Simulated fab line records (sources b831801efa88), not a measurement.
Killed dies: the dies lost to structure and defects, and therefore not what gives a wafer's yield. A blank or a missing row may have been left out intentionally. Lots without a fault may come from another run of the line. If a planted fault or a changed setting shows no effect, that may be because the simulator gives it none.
Which tool was responsible? + flow sky130 + Sampling: 13 lots, 38 wafers, 5 of 708 route steps

== WHAT THE GAUGES SHOWED, per wafer ==
SKY_SONOS_ONO_THK_MEAS_03. Usual: SONOS_ONO_CVD_02_THK gives 10.53 nm (standard deviation 0.14).
| lot  | measured     | on            | SONOS_ONO_CVD_02_THK (nm) | flag |
|------|--------------|---------------|---------------------------|------|
| L530 | day 11 07:34 | film metro-03 | 10.56 10.62 10.61         |      |
| L533 | day 12 09:10 | film metro-04 | 10.70 10.59 10.67         |      |
| L534 | day 12 16:42 | film metro-04 | 10.63 10.77 10.70         |      |
| L535 | day 12 22:42 | film metro-03 | 10.52 10.50 10.53         |      |
| L537 | day 13 23:14 | film metro-04 | 10.27 10.53 10.52         |      |
| L538 | day 14 01:29 | film metro-03 | 10.37 10.28 10.37         |      |
| L539 | day 14 08:50 | film metro-04 | 10.69 10.73 10.62         |      |
| L540 | day 14 23:30 | film metro-03 | 10.48 10.65               |      |
| L542 | day 15 22:50 | film metro-04 | 10.41 10.50 10.43         |      |
| L549 | day 18 04:53 | film metro-03 | 10.62 10.59 10.68         |      |
| L551 | day 18 14:06 | film metro-04 | 10.32 10.36 10.20         |      |
| L550 | day 18 18:25 | film metro-04 | 10.66 10.48 10.60         |      |
| L553 | day 19 05:34 | film metro-04 | 10.27 10.55 10.53         |      |

SKY_LDD_N_OVL_MEAS_07. Usual: LDD_N_OVL gives 0.7 nm (standard deviation 1.4).
| lot  | measured     | on         | LDD_N_OVL (nm) | flag |
|------|--------------|------------|----------------|------|
| L530 | day 17 09:40 | overlay-02 | -0.4 1.2 2.2   |      |
| L533 | day 18 16:10 | overlay-02 | -0.5 1.1 -0.6  |      |
| L534 | day 18 23:53 | overlay-01 | -0.9 0.5 3.0   |      |
| L535 | day 19 03:25 | overlay-02 | 0.7 1.8 0.6    |      |
| L537 | day 20 10:53 | overlay-01 | -1.8 -0.8 -1.2 |      |
| L538 | day 20 15:11 | overlay-01 | 1.3 2.3 -0.8   |      |
| L539 | day 20 23:28 | overlay-02 | 3.5 1.7 2.1    |      |
| L540 | day 21 14:05 | overlay-01 | 1.2 0.6        |      |
| L542 | day 22 16:49 | overlay-02 | 4.0 2.5 3.4    |      |
| L549 | day 24 22:30 | overlay-01 | 0.5 -1.6 -0.4  |      |
| L551 | day 25 05:08 | overlay-01 | 0.2 0.0 0.0    |      |
| L550 | day 25 09:49 | overlay-02 | -0.1 0.2 0.9   |      |
| L553 | day 25 23:14 | overlay-02 | -0.1 0.2 1.7   |      |

SKY_LDD_P_TW_MEAS_11. Usual: LDD_P_TW gives 635 (standard deviation 9.5).
| lot  | measured     | on            | LDD_P_TW                | flag |
|------|--------------|---------------|-------------------------|------|
| L530 | day 18 16:52 | film metro-01 | 647 645 648             |      |
| L533 | day 20 00:44 | film metro-03 | 619 619 620             |      |
| L534 | day 20 08:03 | film metro-01 | 641 645 643             |      |
| L535 | day 20 11:42 | film metro-02 | 632 631 631             |      |
| L537 | day 21 19:25 | film metro-02 | 634 631 628             |      |
| L538 | day 21 23:37 | film metro-03 | 624 622 623             |      |
| L539 | day 22 07:38 | film metro-01 | 642 642 644             |      |
| L540 | day 22 21:32 | film metro-02 | 626 575 631 579         | OFF  |
| L542 | day 24 00:49 | film metro-03 | 623 619 570 619 620 565 | OFF  |
| L549 | day 26 05:40 | film metro-02 | 630 631 632             |      |
| L551 | day 26 12:28 | film metro-03 | 626 625 628             |      |
| L550 | day 26 17:15 | film metro-01 | 641 639 646             |      |
| L553 | day 27 04:54 | film metro-01 | 646 642 645             |      |

== EACH LOT AND THE TOOL THAT RAN IT (in order: tool; ch and the chambers of the sampled wafers; start) ==
| lot  | SKY_POLY_GATE_ETCH_16              | SKY_LDD_P_IMPLANT_09            |
|------|------------------------------------|---------------------------------|
| L530 | rie diel-03 ch 0,1,2, day 16 00:31 | implanter-01 ch 0, day 18 16:37 |
| L533 | rie diel-02 ch 0,1,3, day 17 06:43 | implanter-03 ch 0, day 20 00:29 |
| L534 | rie diel-02 ch 1,3, day 17 15:23   | implanter-03 ch 0, day 20 07:49 |
| L535 | rie diel-01 ch 1,2,3, day 17 20:07 | implanter-03 ch 0, day 20 11:28 |
| L537 | rie diel-03 ch 1,3, day 19 02:28   | implanter-03 ch 0, day 21 19:10 |
| L538 | rie diel-01 ch 0,1,2, day 19 05:23 | implanter-04 ch 0, day 21 23:22 |
| L539 | rie diel-02 ch 0,1,2, day 19 14:55 | implanter-04 ch 0, day 22 07:23 |
| L540 | rie diel-02 ch 2,3, day 20 05:41   | implanter-04 ch 0, day 22 21:20 |
| L542 | rie diel-03 ch 1,2,3, day 21 08:29 | implanter-04 ch 0, day 24 00:37 |
| L549 | rie diel-01 ch 1,2, day 23 15:20   | implanter-04 ch 0, day 26 05:25 |
| L551 | rie diel-02 ch 0,1, day 23 23:43   | implanter-03 ch 0, day 26 12:14 |
| L550 | rie diel-02 ch 0,3, day 24 04:41   | implanter-04 ch 0, day 26 17:02 |
| L553 | rie diel-01 ch 0,1,3, day 24 14:47 | implanter-03 ch 0, day 27 04:40 |
- SKY_POLY_GATE_ETCH_16: etches Si3N4 in CH3F/O2, stops on poly-Si, time 147.5 s, target depth 75 nm.
- SKY_LDD_P_IMPLANT_09

== AS READ BY THE TOOLS THEMSELVES (means over the sampled wafers that have a number; for cases with no such wafer, the mark the record gives instead) ==
SKY_POLY_GATE_ETCH_16. Usual: drypump motor current A 5.6 A, standard deviation 0.36; oes product au 0.640 a.u., standard deviation 0.0049; throttle valve pct 10.535 %, standard deviation 0.0087.
| lot  | tool        | drypump motor current A (A) | oes product au (a.u.) | throttle valve pct (%) | flag |
|------|-------------|-----------------------------|-----------------------|------------------------|------|
| L530 | rie diel-03 | 5.6                         | 0.641                 | 10.538                 |      |
| L533 | rie diel-02 | 5.4                         | 0.637                 | 10.538                 |      |
| L534 | rie diel-02 | 5.1                         | 0.640                 | 10.540                 |      |
| L535 | rie diel-01 | 5.6                         | 0.638                 | 10.538                 |      |
| L537 | rie diel-03 | 5.7                         | 0.640                 | 10.539                 |      |
| L538 | rie diel-01 | 5.6                         | 0.637                 | 10.532                 |      |
| L539 | rie diel-02 | 5.5                         | 0.643                 | 10.540                 |      |
| L540 | rie diel-02 | 5.7                         | 0.639                 | 10.527                 |      |
| L542 | rie diel-03 | 5.7                         | 0.639                 | 10.532                 |      |
| L549 | rie diel-01 | 5.5                         | 0.642                 | 10.543                 |      |
| L551 | rie diel-02 | 5.2                         | 0.639                 | 10.527                 |      |
| L550 | rie diel-02 | 5.6                         | 0.637                 | 10.528                 |      |
| L553 | rie diel-01 | 5.7                         | 0.641                 | 10.536                 |      |

== THE ANSWER, worked out from the rows above alone ==
Rule: lot off if the mean of its wafers having a number is beyond 3 standard deviations from the usual mean. A lot without any number at a reading at which 4 lots or more have one is off too. Any other lot the step has rows for is counted as sound. The gauges are gone through in route order, then the tools' own readings, and for those a lot's mean is taken as printed above. At the first step where some lot is off, the reading lying furthest off is the one used; lots without a number count as furthest.
Off: at SKY_LDD_P_TW_MEAS_11 (LDD_P_TW), L540, L542.
If a tool, at a process step before that reading, ran all the lots that are off and no sound lot after the first of them, it fits. The gauges at SKY_LDD_P_TW_MEAS_11 are tried like those tools. Not one of the candidates tried fits.

== WHAT THE SIMULATOR PUT IN ==
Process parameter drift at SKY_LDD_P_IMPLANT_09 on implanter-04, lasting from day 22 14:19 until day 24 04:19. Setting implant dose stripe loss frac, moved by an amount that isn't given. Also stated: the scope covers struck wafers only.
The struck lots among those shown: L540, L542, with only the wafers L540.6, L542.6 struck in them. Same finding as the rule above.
